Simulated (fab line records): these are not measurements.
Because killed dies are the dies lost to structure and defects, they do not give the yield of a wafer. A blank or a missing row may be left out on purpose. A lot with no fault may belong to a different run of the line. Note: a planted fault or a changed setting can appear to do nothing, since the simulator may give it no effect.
fab line records | flow sky130
record lots=6 | wafers=18 | last-day=50
route steps=708 shown LI_CONTACT@364 PAD_OPEN@708
lots untouched by any fault: they come from a run of this same line in which no faults occurred
start-h: start of the lot's first displayed wafer, in hours after the record's first day | wait-h: hours elapsed since this lot's preceding step | " identical to the entry in the row above | L1.1+2: one row covering several wafers at once | - no value present, or no start provided | * or withheld: withheld | < > ~ a bound
route shown NAME@n: a module of which the file shows steps, and the number in the route of the first | usual: mean/standard deviation of fault-free wafers | same: alike in all rows | chamber/n: place in a boat | sites: each site's reading | _std_site: standard deviation of those values | _edge_site: the outer-site mean with the inner-site mean subtracted | radius-mm: for every site, how far away it sits from the centre of the wafer | mask NAME#n: copy n | behind: the tool/chamber that last shaped the wafer | hold: cause of the lot's hold/its duration in hours/its outcome | device: transistor that didn't switch, given as n, p or np | end of line: the tests these same wafers got at the end of their route | where a step has no rows: the recipe by itself | killed: not the wafer's yield, but the dies lost to structure and defects at the first sort | map: a wafer's dies, marking killed ones x, the rest . and places with no die _
set.NAME: the setting as run; set.NAME@STEP: as run at that earlier step | model.NAME: the simulator's own value behind a step, which no gauge read
a table for each step, a row for each wafer; lots at some steps of the route
services: when a tool's chamber went out of use (start-h, in hours from the record's first day, below 0 if earlier), for how many hours, and the reason
## steps
# step SKY_LI_CONTACT_CMP_02
# recipe material=PSG | down-force-psi=4 | platen-rpm=60 | pad-velocity-m-s=0.94248
# usual motor-current-A=12.3/1.1 | time-to-endpoint-s=32/3.7
lot.wafer | tool   | chamber | start-h | wait-h | motor-current-A | time-to-endpoint-s
L435.1    | cmp-02 | 2       | 643.50  | 0.1    | 12.7            | 32
L435.6    | "      | 1       | "       | "      | 11.6            | 31
L435.5    | "      | 2       | "       | "      | 13.4            | 36
L438.3    | cmp-02 | 3       | 681.37  | 0.1    | 12.0            | 34
L438.2    | "      | 0       | "       | "      | 11.0            | 29
L438.6    | "      | 2       | "       | "      | 12.7            | 32
L444.1    | cmp-02 | 0       | 731.05  | 0.1    | 10.6            | 27
L444.2    | "      | 3       | "       | "      | 11.9            | 32
L444.5    | "      | 1       | "       | "      | 11.4            | 29
L454.4    | cmp-02 | 2       | 805.87  | 0.0    | 12.9            | 31
L454.3    | "      | 1       | "       | "      | 11.2            | 27
L454.5    | "      | 3       | "       | "      | 12.3            | 33
L455.3    | cmp-01 | 0       | 809.11  | 0.1    | 12.9            | 32
L455.4    | "      | 1       | "       | "      | 13.1            | 32
L455.2    | "      | 2       | "       | "      | 11.8            | 36
L457.2    | cmp-02 | 3       | 812.47  | 0.1    | 12.5            | 37
L457.1    | "      | 0       | "       | "      | 10.7            | 27
L457.5    | "      | 2       | "       | "      | 12.8            | 34
# step SKY_LI_CONTACT_BOW_MEAS_03
# recipe mode=bow
# usual LI_CONTACT_BOW=56/7.4
lot.wafer | tool          | chamber | start-h | wait-h | LI_CONTACT_BOW[um]
L435.1    | film-metro-04 | -       | 643.75  | 0.2    | 51
L435.5    | "             | -       | "       | "      | 52
L435.6    | "             | -       | "       | "      | 55
L438.2    | film-metro-04 | -       | 681.64  | 0.2    | 63
L438.3    | "             | -       | "       | "      | 47
L438.6    | "             | -       | "       | "      | 54
L444.1    | film-metro-04 | -       | 731.35  | 0.2    | 48
L444.2    | "             | -       | "       | "      | 54
L444.5    | "             | -       | "       | "      | 48
L454.3    | film-metro-03 | -       | 806.21  | 0.1    | 52
L454.4    | "             | -       | "       | "      | 58
L454.5    | "             | -       | "       | "      | 59
L455.2    | film-metro-03 | -       | 809.38  | 0.1    | 49
L455.3    | "             | -       | "       | "      | 54
L455.4    | "             | -       | "       | "      | 58
L457.1    | film-metro-03 | -       | 812.72  | 0.1    | 50
L457.2    | "             | -       | "       | "      | 55
L457.5    | "             | -       | "       | "      | 49
# step SKY_LI_CONTACT_DEHYDRATE_04
# recipe temp-c=200 | time-s=60
# step SKY_LI_CONTACT_HMDS_05
# recipe prime-time-s=60 | prime-temp-c=120
# step SKY_LI_CONTACT_COAT_06
# recipe resist=BARC | temp-c=withheld | time-s=withheld | spin-rpm=3000 | resist-thk-nm=60
# step SKY_LI_CONTACT_COAT_07
# recipe resist=KrF-thick | spin-rpm=3000 | resist-thk-nm=450
# step SKY_LI_CONTACT_SOFTBAKE_08
# recipe temp-c=99.25 | time-s=90 | resist=KrF-thick
# step SKY_LI_CONTACT_EXPOSE_09
# recipe mask-id=LICM1 | na=0.8 | source-shape=annular | sigma-inner=0.55 | sigma-outer=0.85 | target-cd-nm=170 | dose-mj=38
# step SKY_LI_CONTACT_PEB_10
# recipe peb-temp-c=withheld | peb-time-s=withheld | resist=KrF-thick
# step SKY_LI_CONTACT_DEVELOP_11
# recipe develop-time-s=60 | resist=KrF-thick | dev-temp-c=21
# step SKY_LI_CONTACT_CD_MEAS_12
# recipe target-cd-nm=170
# usual cd-nm=170.1/1.3
lot.wafer | tool      | chamber | start-h | wait-h | cd-nm
L435.1    | cd-sem-01 | -       | 671.76  | -      | 170.0
L435.5    | "         | -       | "       | "      | 170.8
L435.6    | "         | -       | "       | "      | 171.7
L438.2    | cd-sem-01 | -       | 709.88  | -      | 168.7
L438.3    | "         | -       | "       | "      | 169.8
L438.6    | "         | -       | "       | "      | 171.1
L444.1    | cd-sem-01 | -       | 758.91  | -      | 173.1
L444.2    | "         | -       | "       | "      | 172.6
L444.5    | "         | -       | "       | "      | 170.8
L454.3    | cd-sem-02 | -       | 832.52  | -      | 167.2
L454.4    | "         | -       | "       | "      | 167.6
L454.5    | "         | -       | "       | "      | 166.8
L455.2    | cd-sem-01 | -       | 835.13  | -      | 170.5
L455.3    | "         | -       | "       | "      | 169.2
L455.4    | "         | -       | "       | "      | 170.4
L457.1    | cd-sem-02 | -       | 839.06  | -      | 169.4
L457.2    | "         | -       | "       | "      | 168.6
L457.5    | "         | -       | "       | "      | 167.8
# step SKY_LI_CONTACT_OVL_MEAS_13
# usual LI_CONTACT_OVL=0/4.9
lot.wafer | tool       | chamber | start-h | wait-h | LI_CONTACT_OVL[nm]
L435.1    | overlay-01 | -       | 671.88  | 0.1    | 9
L435.5    | "          | -       | "       | "      | 4
L435.6    | "          | -       | "       | "      | 8
L438.2    | overlay-02 | -       | 709.98  | 0.1    | 2
L438.3    | "          | -       | "       | "      | -6
L438.6    | "          | -       | "       | "      | -2
L444.1    | overlay-02 | -       | 759.03  | 0.1    | 2
L444.2    | "          | -       | "       | "      | -9
L444.5    | "          | -       | "       | "      | 1
L454.3    | overlay-01 | -       | 832.61  | 0.1    | -3
L454.4    | "          | -       | "       | "      | 0
L454.5    | "          | -       | "       | "      | -8
L455.2    | overlay-01 | -       | 835.24  | 0.1    | 3
L455.3    | "          | -       | "       | "      | 3
L455.4    | "          | -       | "       | "      | 6
L457.1    | overlay-01 | -       | 839.18  | 0.1    | 9
L457.2    | "          | -       | "       | "      | -2
L457.5    | "          | -       | "       | "      | 8
# step SKY_LI_CONTACT_ETCH_14
# recipe chemistry=N2/H2 | target=BARC | ion-energy-ev=200 | source-w=500 | bias-w=100 | pressure-mtorr=30 | n2-flow-sccm=100 | h2-flow-sccm=200 | stop-on=SiO2 | time-s=45.9 | target-depth-a=600
# usual drypump-motor-current-A=5.8/0.42 | oes-product-au=0.856/0.0039 | rf-fwd-power-W=493.8/2.3 | throttle-valve-pct=13.226/0.01
lot.wafer | tool        | chamber | start-h | wait-h | drypump-motor-current-A | oes-product-au | rf-fwd-power-W | rf-hours-counter-h | throttle-valve-pct | model.KrF-thick_of_LI_CONTACT_COAT_07.thk-nm | model.LI_CONTACT.cd-nm | model.SiO2_of_SONOS_ONO_CVD_04.thk-nm
L435.1    | rie-diel-02 | 3       | 671.91  | 0.0    | 5.1                     | 0.854          | 496.8          | 5                  | 13.237             | 394.6                                        | 170                    | 4.166
L435.5    | "           | 2       | "       | "      | 5.1                     | 0.860          | 492.8          | -                  | 13.220             | 395.1                                        | 171.1                  | 4.097
L435.6    | "           | 3       | "       | "      | 5.1                     | 0.852          | 495.4          | -                  | 13.222             | 394.3                                        | 172.3                  | 4.172
L438.2    | rie-diel-03 | 1       | 710.01  | 0.0    | 6.0                     | 0.857          | 490.3          | 13                 | 13.226             | 393.6                                        | 169.4                  | 4.185
L438.3    | "           | 2       | "       | "      | 5.7                     | 0.850          | 489.7          | 9                  | 13.218             | 394.7                                        | 169.2                  | 4.192
L438.6    | "           | 0       | "       | "      | 6.1                     | 0.855          | 494.8          | -                  | 13.235             | 395.8                                        | 172.1                  | 4.13
L444.1    | rie-diel-02 | 0       | 759.06  | 0.0    | 6.7                     | 0.853          | 494.8          | 11                 | 13.226             | 395                                          | 172.4                  | 4.109
L444.2    | "           | 2       | "       | "      | 5.2                     | 0.856          | 494.7          | 10                 | 13.228             | 397.2                                        | 173.2                  | 4.232
L444.5    | "           | 1       | "       | "      | 6.0                     | 0.855          | 493.7          | -                  | 13.220             | 394.7                                        | 171.8                  | 4.166
L454.3    | rie-diel-03 | 1       | 832.64  | 0.0    | 5.9                     | 0.850          | 689.1          | 15                 | 13.225             | 378.4                                        | 170                    | 3.631
L454.4    | "           | 0       | "       | "      | 6.1                     | 0.861          | 695.2          | 20                 | 13.214             | 379.7                                        | 172                    | 3.637
L454.5    | "           | 0       | "       | "      | 6.1                     | 0.860          | 696.0          | -                  | 13.216             | 379.9                                        | 171.1                  | 3.578
L455.2    | rie-diel-04 | 2       | 835.27  | 0.0    | 6.0                     | 0.856          | 495.6          | 12                 | 13.223             | 394.4                                        | 169.6                  | 4.325
L455.3    | "           | 0       | "       | "      | 4.9                     | 0.850          | 496.2          | 12                 | 13.220             | 392.7                                        | 168.7                  | 4.267
L455.4    | "           | 1       | "       | "      | 5.6                     | 0.857          | 493.0          | 15                 | 13.227             | 391.9                                        | 170.7                  | 4.261
L457.1    | rie-diel-03 | 2       | 839.22  | 0.0    | 5.7                     | 0.855          | 690.3          | 12                 | 13.235             | 379.1                                        | 171.9                  | 3.707
L457.2    | "           | 0       | "       | "      | 6.1                     | 0.851          | 695.6          | 20                 | 13.244             | 379.3                                        | 173.7                  | 3.607
L457.5    | "           | 0       | "       | "      | 6.1                     | 0.850          | 695.4          | -                  | 13.233             | 379.3                                        | 173                    | 3.597
# step SKY_LI_CONTACT_ETCH_15
# recipe target=PSG | chemistry=C4F8/O2/Ar | stop-on=Si | taper-deg=4.15 | mask-material=KrF-thick | source-w=1559 | bias-w=1200 | pressure-mtorr=40 | c4f8-flow-sccm=withheld | O2_flow_sccm=6 | Ar_flow_sccm=300 | time-s=withheld | target-depth-a=6000
# usual oes-product-au=0.837/0.005 | rf-fwd-power-W=1549/5.2
lot.wafer | tool        | chamber | start-h | wait-h | oes-product-au | rf-fwd-power-W | model.KrF-thick_of_LI_CONTACT_COAT_07.thk-nm | model.LI_CONTACT.cd-nm
L435.1    | rie-diel-02 | 3       | 671.96  | 0.0    | 0.832          | 1559           | 233                                          | 169
L435.5    | "           | 2       | "       | "      | 0.834          | 1544           | 237.6                                        | 170.6
L435.6    | "           | 3       | "       | "      | 0.835          | 1557           | 233.9                                        | 171.3
L438.2    | rie-diel-03 | 1       | 710.06  | 0.0    | 0.836          | 1547           | 229.5                                        | 170
L438.3    | "           | 2       | "       | "      | 0.850          | 1553           | 229                                          | 169.1
L438.6    | "           | 0       | "       | "      | 0.840          | 1545           | 234.6                                        | 172.8
L444.1    | rie-diel-02 | 0       | 759.11  | 0.0    | 0.836          | 1555           | 232.3                                        | 171.9
L444.2    | "           | 2       | "       | "      | 0.838          | 1546           | 235                                          | 172.7
L444.5    | "           | 1       | "       | "      | 0.837          | 1553           | 230                                          | 172.1
L454.3    | rie-diel-03 | 1       | 832.68  | 0.0    | 0.831          | 1542           | 214.6                                        | 170.1
L454.4    | "           | 0       | "       | "      | 0.840          | 1551           | 218.9                                        | 172.6
L454.5    | "           | 0       | "       | "      | 0.836          | 1546           | 217.4                                        | 171.8
L455.2    | rie-diel-04 | 2       | 835.31  | 0.0    | 0.841          | 1552           | 231                                          | 168.6
L455.3    | "           | 0       | "       | "      | 0.845          | 1554           | 224.3                                        | 167.5
L455.4    | "           | 1       | "       | "      | 0.839          | 1556           | 226                                          | 169.7
L457.1    | rie-diel-03 | 2       | 839.26  | 0.0    | 0.838          | 1539           | 216                                          | 172.1
L457.2    | "           | 0       | "       | "      | 0.840          | 1551           | 218.9                                        | 175.2
L457.5    | "           | 0       | "       | "      | 0.827          | 1555           | 217.8                                        | 174.2
# step SKY_LI_CONTACT_STRIP_16
# recipe chemistry=O2/N2 | power-w=1400 | pressure-mtorr=1500 | platen-temp-c=withheld | o2-flow-sccm=3000 | n2-flow-sccm=300 | overash-fraction=0.5
# usual drypump-motor-current-A=5.51/0.2 | oes-product-au=0.375/0.0048 | strip-time-to-endpoint-s=3.48/0.034
lot.wafer | tool            | chamber | start-h | wait-h | drypump-motor-current-A | oes-product-au | rf-hours-counter-h | strip-time-to-endpoint-s
L435.1    | plasma-asher-03 | 1       | 672.04  | -      | 5.75                    | 0.380          | 83                 | 3.52
L435.5    | "               | 0       | "       | "      | 5.28                    | 0.376          | -                  | 3.55
L435.6    | "               | 1       | "       | "      | 5.75                    | 0.375          | -                  | 3.53
L438.2    | plasma-asher-02 | 1       | 710.14  | -      | 5.24                    | 0.371          | 98                 | 3.48
L438.3    | "               | 1       | "       | "      | 5.22                    | 0.371          | -                  | 3.46
L438.6    | "               | 0       | "       | "      | 5.74                    | 0.383          | -                  | 3.52
L444.1    | plasma-asher-03 | 1       | 759.19  | -      | 5.71                    | 0.375          | 93                 | 3.48
L444.2    | "               | 0       | "       | "      | 5.26                    | 0.377          | 93                 | 3.53
L444.5    | "               | 1       | "       | "      | 5.75                    | 0.377          | -                  | 3.49
L454.3    | plasma-asher-03 | 0       | 832.80  | -      | 5.29                    | 0.370          | -                  | 3.31
L454.4    | "               | 1       | "       | "      | 5.79                    | 0.372          | -                  | 3.36
L454.5    | "               | 1       | "       | "      | 5.79                    | 0.370          | -                  | 3.36
L455.2    | plasma-asher-03 | 1       | 835.39  | -      | 5.75                    | 0.381          | 100                | 3.48
L455.3    | "               | 0       | "       | "      | 5.27                    | 0.366          | -                  | 3.44
L455.4    | "               | 1       | "       | "      | 5.76                    | 0.374          | -                  | 3.43
L457.1    | plasma-asher-02 | 1       | 839.34  | -      | 5.25                    | 0.363          | 8                  | 3.32
L457.2    | "               | 0       | "       | "      | 5.75                    | 0.372          | 8                  | 3.35
L457.5    | "               | 1       | "       | "      | 5.25                    | 0.368          | -                  | 3.35
# step SKY_LI_CONTACT_CLEAN_17
# recipe chemistry=NMP | time-s=600 | temp-c=60 | dry=n2-spin
# step SKY_PAD_OPEN_PROBE_99
# usual killed_at_M0_to_M3=42/7.5 | killed_at_M4_up=3.2/1.7 | killed-at-contacts=24/5.1 | killed-at-front-end=15/4.1 | killed-at-other=0.3/0.58 | killed-dies=85/8.9 | killed-open=46/6.4 | killed-short=39/6
# same gross-dies=492 | killed-at-back-side=0
lot.wafer | tool      | chamber | start-h | wait-h | killed_at_M0_to_M3 | killed_at_M4_up | killed-at-contacts | killed-at-front-end | killed-at-other | killed-dies | killed-open | killed-short
L438.2    | prober-02 | -       | 1098.42 | 0.1    | 40                 | 7               | 32                 | 13                  | 1               | 93          | 54          | 39
L438.3    | prober-02 | -       | 1098.47 | 0.2    | 43                 | 3               | 20                 | 16                  | 1               | 83          | 44          | 37
L438.6    | prober-02 | -       | 1098.62 | 0.2    | 41                 | 4               | 27                 | 12                  | 1               | 85          | 42          | 42
L454.3    | prober-02 | -       | 1183.63 | 0.2    | 39                 | 4               | 20                 | 8                   | 0               | 71          | 40          | 31
L455.2    | prober-02 | -       | 1186.90 | 0.1    | 37                 | 2               | 25                 | 20                  | 0               | 84          | 44          | 40
L455.3    | prober-02 | -       | 1186.95 | 0.2    | 32                 | 5               | 25                 | 16                  | 0               | 78          | 41          | 37
L455.4    | prober-02 | -       | 1187.00 | 0.2    | 49                 | 2               | 20                 | 9                   | 0               | 80          | 39          | 41
L457.1    | prober-01 | -       | 1189.54 | 0.1    | 42                 | 3               | 27                 | 13                  | 0               | 85          | 51          | 34
L457.2    | prober-01 | -       | 1189.59 | 0.1    | 49                 | 1               | 31                 | 9                   | 0               | 90          | 47          | 43
L457.5    | prober-01 | -       | 1189.74 | 0.2    | 48                 | 2               | 10                 | 11                  | 0               | 71          | 36          | 35
# killed by level:class
L438.2 LI_CONTACT:geometric-particle:open=12 CONTACT:geometric-particle:open=9 VIA1:geometric-particle:open=8 FIELD_ISO:geometric-particle:open=6 LI_CONTACT:geometric-particle:short=6 VIA3:geometric-particle:open=6 METAL2:geometric-particle:short=5 VIA2:geometric-particle:open=5
L438.3 VIA1:geometric-particle:open=11 POLY_GATE:geometric-particle:open=6 LI_CONTACT:geometric-particle:open=6 METAL1:geometric-particle:short=6 METAL2:geometric-particle:short=6 VIA2:geometric-particle:open=6 CONTACT:geometric-particle:short=5 VIA3:geometric-particle:open=4
L438.6 VIA1:geometric-particle:open=13 CONTACT:geometric-particle:open=7 LI_CONTACT:geometric-particle:open=6 METAL1:geometric-particle:short=6 LI_CONTACT:geometric-particle:short=5 VIA1:geometric-particle:short=5 FIELD_ISO:geometric-particle:open=4 CONTACT:geometric-particle:short=4
L454.3 CONTACT:geometric-particle:open=7 VIA1:geometric-particle:open=6 VIA2:geometric-particle:open=6 VIA3:geometric-particle:open=6 METAL2:geometric-particle:open=5 VIA1:geometric-particle:short=5 METAL2:geometric-particle:short=5 FIELD_ISO:geometric-particle:short=4
L455.2 CONTACT:geometric-particle:open=10 POLY_GATE:geometric-particle:short=7 VIA1:geometric-particle:open=7 VIA2:geometric-particle:open=7 CONTACT:geometric-particle:short=6 FIELD_ISO:geometric-particle:open=5 LI_CONTACT:geometric-particle:open=5 VIA3:geometric-particle:open=5
L455.3 CONTACT:geometric-particle:open=12 VIA3:geometric-particle:short=7 FIELD_ISO:geometric-particle:short=6 LI_CONTACT:geometric-particle:open=6 VIA1:geometric-particle:open=5 METAL1:geometric-particle:short=5 VIA3:geometric-particle:open=5 POLY_GATE:geometric-particle:short=4
L455.4 VIA1:geometric-particle:open=11 METAL2:geometric-particle:short=8 VIA2:geometric-particle:open=6 VIA1:geometric-particle:short=6 LI_CONTACT:geometric-particle:open=5 CONTACT:geometric-particle:short=5 CONTACT:geometric-particle:open=5 METAL1:geometric-particle:short=5
L457.1 VIA3:geometric-particle:open=11 CONTACT:geometric-particle:open=9 LOCAL_INTERCONNECT:geometric-particle:short=7 VIA1:geometric-particle:open=7 VIA2:geometric-particle:open=7 LI_CONTACT:geometric-particle:open=6 FIELD_ISO:geometric-particle:open=5 VIA3:geometric-particle:short=5
L457.2 VIA1:geometric-particle:open=14 CONTACT:geometric-particle:open=12 METAL1:geometric-particle:short=10 VIA3:geometric-particle:open=7 LI_CONTACT:geometric-particle:open=6 CONTACT:geometric-particle:short=5 VIA1:geometric-particle:short=5 POLY_GATE:geometric-particle:open=4
L457.5 VIA1:geometric-particle:open=13 METAL1:geometric-particle:short=8 VIA3:geometric-particle:open=8 METAL3:geometric-particle:short=6 CONTACT:geometric-particle:open=5 FIELD_ISO:geometric-particle:short=3 LOCAL_INTERCONNECT:geometric-particle:short=3 VIA1:geometric-particle:short=3
## services
tool            | chamber | start-h | hours | kind
cmp-02          | -       | 622.73  | 2.3   | repair
cmp-02          | -       | 624.98  | 5.6   | pm
rie-diel-02     | -       | 626.60  | 7.8   | repair
cmp-01          | -       | 630.62  | 3.9   | pm
cmp-02          | -       | 640.03  | 2.0   | repair
cmp-01          | -       | 671.27  | 4.1   | pm
cmp-02          | -       | 675.84  | 1.5   | repair
cmp-01          | -       | 704.00  | 4.0   | repair
cmp-02          | -       | 710.24  | 1.8   | repair
rie-diel-03     | 0       | 731.74  | 13.9  | repair
plasma-asher-02 | -       | 732.05  | 2.8   | pm
plasma-asher-02 | -       | 734.80  | 9.0   | pm
rie-diel-03     | 1       | 742.75  | 6.4   | repair
cmp-02          | -       | 744.17  | 4.0   | pm
plasma-asher-02 | -       | 756.85  | 15.6  | pm
rie-diel-04     | -       | 757.83  | 1.7   | repair
plasma-asher-03 | -       | 763.55  | 2.8   | pm
rie-diel-03     | 0       | 780.06  | 2.7   | repair
rie-diel-03     | -       | 784.57  | 0.8   | repair
plasma-asher-03 | -       | 803.37  | 1.1   | repair
cmp-02          | -       | 811.72  | 0.6   | repair
cmp-02          | -       | 826.25  | 9.9   | pm
rie-diel-03     | -       | 827.90  | 0.7   | repair
rie-diel-02     | 3       | 828.22  | 7.1   | repair
## key
first-sign step=SKY_LI_CONTACT_ETCH_14 | reading=rf-fwd-power-W | direction=up | sigmas=86 | usual=493.8 | struck=693.6
effect step=SKY_LI_CONTACT_STRIP_16 | reading=strip-time-to-endpoint-s | direction=down | sigmas=4.2 | usual=* | struck=*
model-effect step=SKY_LI_CONTACT_ETCH_14 | value=KrF-thick_of_LI_CONTACT_COAT_07.thk-nm | without=394.5 | struck=379.3
model-effect step=SKY_LI_CONTACT_ETCH_15 | value=KrF-thick_of_LI_CONTACT_COAT_07.thk-nm | without=232.5 | struck=217.3
met-at SKY_LI_CONTACT_ETCH_14
struck-wafers L454.3,L454.4,L454.5,L457.1,L457.2,L457.5
tester-left-out L454,L457
onset-between 710.01 832.64
fault kind=process-parameter-drift | tool=rie-diel-03 | chamber=- | onset-h=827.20 | steps=SKY_LI_CONTACT_ETCH_14 | channel=source-w | offset=200 | shape=step | end-h=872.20 | acts-in=these-recipes-only | stated=500
# tester-left-out: of these lots the tester's yield and bins aren't shown, on N5 and GAA mostly nor the transistor test; their killed dies are dies lost to structure and defects alone, not to doping, threshold or leakage, so they don't give the yield
